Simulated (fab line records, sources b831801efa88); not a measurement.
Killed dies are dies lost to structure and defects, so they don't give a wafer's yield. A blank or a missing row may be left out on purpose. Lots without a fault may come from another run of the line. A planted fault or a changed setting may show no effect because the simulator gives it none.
Which tool did it? | flow gf180mcu | 14 lots, 42 wafers sampled, at 5 steps of a route of 602

WHAT THE GAUGES READ, wafer by wafer
GF_STI_THK_MEAS_24.
lot  | measured    | on            | STI_CVD_23_THK (nm)
L908 | day 2 03:47 | film_metro-02 | 655 658 664
L911 | day 2 18:47 | film_metro-04 | 653 648 649
L912 | day 2 23:48 | film_metro-04 | 646 650 641
L915 | day 3 15:40 | film_metro-03 | 653 648 650
L918 | day 4 07:25 | film_metro-04 | 653 653 650
L920 | day 4 17:26 | film_metro-02 | 649 657 650
L921 | day 4 22:04 | film_metro-03 | 644 645 649
L922 | day 5 04:39 | film_metro-02 | 645 655 648
L923 | day 5 09:40 | film_metro-02 | 654 657 661
L927 | day 6 07:29 | film_metro-02 | 647 656 648
L928 | day 6 10:27 | film_metro-04 | 645 655 648
L929 | day 6 15:38 | film_metro-02 | 654 645 642
L930 | day 6 20:44 | film_metro-04 | 655 656 649
L931 | day 7 02:37 | film_metro-04 | 654 633 647

GF_STI_THK_MEAS_30.
lot  | measured    | on            | STI_OXIDATION_02_THK (nm)
L908 | day 2 06:08 | film_metro-02 | 9.86 9.87 9.94
L911 | day 2 21:08 | film_metro-02 | 9.85 9.99 9.95
L912 | day 3 02:09 | film_metro-03 | 9.99 10.05 9.86
L915 | day 3 18:04 | film_metro-03 | 9.92 9.73 9.83
L918 | day 4 10:55 | film_metro-03 | 9.75 9.63 9.64
L920 | day 4 21:51 | film_metro-04 | 10.04 9.96 9.92
L921 | day 5 00:25 | film_metro-02 | 9.75 9.79 9.64
L922 | day 5 08:56 | film_metro-04 | 9.83 9.76 9.79
L923 | day 5 12:22 | film_metro-04 | 9.78 10.06 10.02
L927 | day 6 09:50 | film_metro-04 | 10.03 9.90 9.84
L928 | day 6 13:06 | film_metro-03 | 9.75 9.86 9.73
L929 | day 6 17:59 | film_metro-02 | 10.12 10.24 10.13
L930 | day 6 23:08 | film_metro-03 | 10.11 10.27 10.20
L931 | day 7 06:54 | film_metro-02 | 10.07 10.08 9.89

GF_MVPSD_OVL_MEAS_07.
lot  | measured     | on         | MVPSD_OVL (nm)
L908 | day 5 01:28  | overlay-02 | 0.4 -0.9 -2.2
L911 | day 5 16:53  | overlay-02 | -3.4 -1.4 -2.9
L912 | day 5 23:32  | overlay-01 | 2.5 0.7 2.4
L915 | day 6 16:22  | overlay-02 | -1.1 0.4 -1.0
L918 | day 7 14:26  | overlay-01 | -2.2 -1.2 -1.9
L920 | day 8 02:09  | overlay-01 | 1.1 2.8 0.8
L921 | day 8 04:37  | overlay-02 | -1.7 -1.4 0.5
L922 | day 8 16:06  | overlay-01 | -0.8 -0.9 0.3
L923 | day 8 19:04  | overlay-02 | -4.0 -1.7 -2.8
L927 | day 9 19:48  | overlay-02 | 1.5 -0.6 1.4
L928 | day 10 00:43 | overlay-02 | 0.6 -0.2 -0.4
L929 | day 10 06:09 | overlay-01 | 1.7 2.0 2.3
L930 | day 10 13:05 | overlay-02 | -1.4 -0.7 -0.5
L931 | day 10 19:05 | overlay-02 | -2.2 -0.8 -2.6

GF_VT_IMPLANT_TW_MEAS_10.
lot  | measured     | on            | VT_IMPLANT_TW
L908 | day 5 15:28  | film_metro-02 | 564 561 562
L911 | day 6 08:29  | film_metro-02 | 563 565 562
L912 | day 6 15:22  | film_metro-02 | 563 564 565
L915 | day 7 08:57  | film_metro-04 | 572 568 572
L918 | day 8 07:10  | film_metro-01 | 562 566 562
L920 | day 8 19:36  | film_metro-02 | 548 547 550
L921 | day 8 21:46  | film_metro-01 | 547 546 548
L922 | day 9 09:20  | film_metro-04 | 569 566 570
L923 | day 9 13:02  | film_metro-01 | 560 560 562
L927 | day 10 14:08 | film_metro-01 | 563 562 563
L928 | day 10 18:47 | film_metro-04 | 571 568 575
L929 | day 11 00:32 | film_metro-01 | 565 563 565
L930 | day 11 07:44 | film_metro-04 | 570 571 574
L931 | day 11 14:16 | film_metro-02 | 562 561 562

WHICH TOOL RAN EACH LOT (tool, then ch and the chambers of the sampled wafers, then the start)
lot  | GF_VT_IMPLANT_IMPLANT_08
L908 | implanter-03 ch 0, day 5 15:14
L911 | implanter-04 ch 0, day 6 08:14
L912 | implanter-02 ch 0, day 6 15:09
L915 | implanter-03 ch 0, day 7 08:43
L918 | implanter-03 ch 0, day 8 06:56
L920 | implanter-04 ch 0, day 8 19:21
L921 | implanter-04 ch 0, day 8 21:32
L922 | implanter-03 ch 0, day 9 09:05
L923 | implanter-03 ch 0, day 9 12:47
L927 | implanter-03 ch 0, day 10 13:53
L928 | implanter-03 ch 0, day 10 18:32
L929 | implanter-03 ch 0, day 11 00:17
L930 | implanter-03 ch 0, day 11 07:29
L931 | implanter-03 ch 0, day 11 14:04
- GF_VT_IMPLANT_IMPLANT_08

WHAT THE TOOLS THEMSELVES READ (means of the sampled wafers that have a number; where no wafer has one, the mark that the record gives instead)
The record holds no such reading with a usual standard deviation.

THE ANSWER, worked out from the rows above alone
Rule: what is usual is taken from the lots themselves. Put in order of their means at a reading, lots are off if they are a third of the lots or fewer, leave a main group of 4 or more, and stand apart from it by a gap of 3 or more times the standard deviation of the main group's means; of several such gaps the widest counts. A main group whose means are all the same, to the digits that the tables above print for the reading, isn't used. A lot without any number at a reading at which 4 lots or more have one is off too. The other lots that the step has rows for count as sound. The gauges are gone through in route order, then the tools' own readings, and for those a lot's mean is taken as printed above. The first step at which some lot is off is used, and at that step the reading that is off furthest; a lot without a number counts as furthest.
Off: L920, L921, at GF_VT_IMPLANT_TW_MEAS_10 (VT_IMPLANT_TW). The main group: mean 565, standard deviation 3.8.
A tool fits if, at a process step before that reading, it ran every lot that is off, and no sound lot after the first of them. The gauges at GF_VT_IMPLANT_TW_MEAS_10 are tried like those tools. One fits: implanter-04 at GF_VT_IMPLANT_IMPLANT_08. Its last sound lot is L911 (day 6 08:14), its first lot that is off L920 (day 8 19:21): a fault that began between those two fits.

WHAT THE SIMULATOR HAD PUT IN
Process parameter drift: implanter-04, from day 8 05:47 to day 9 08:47, at GF_VT_IMPLANT_IMPLANT_08. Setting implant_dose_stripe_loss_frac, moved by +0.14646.
Lots struck among those shown: L920, L921. The rule above found the same.
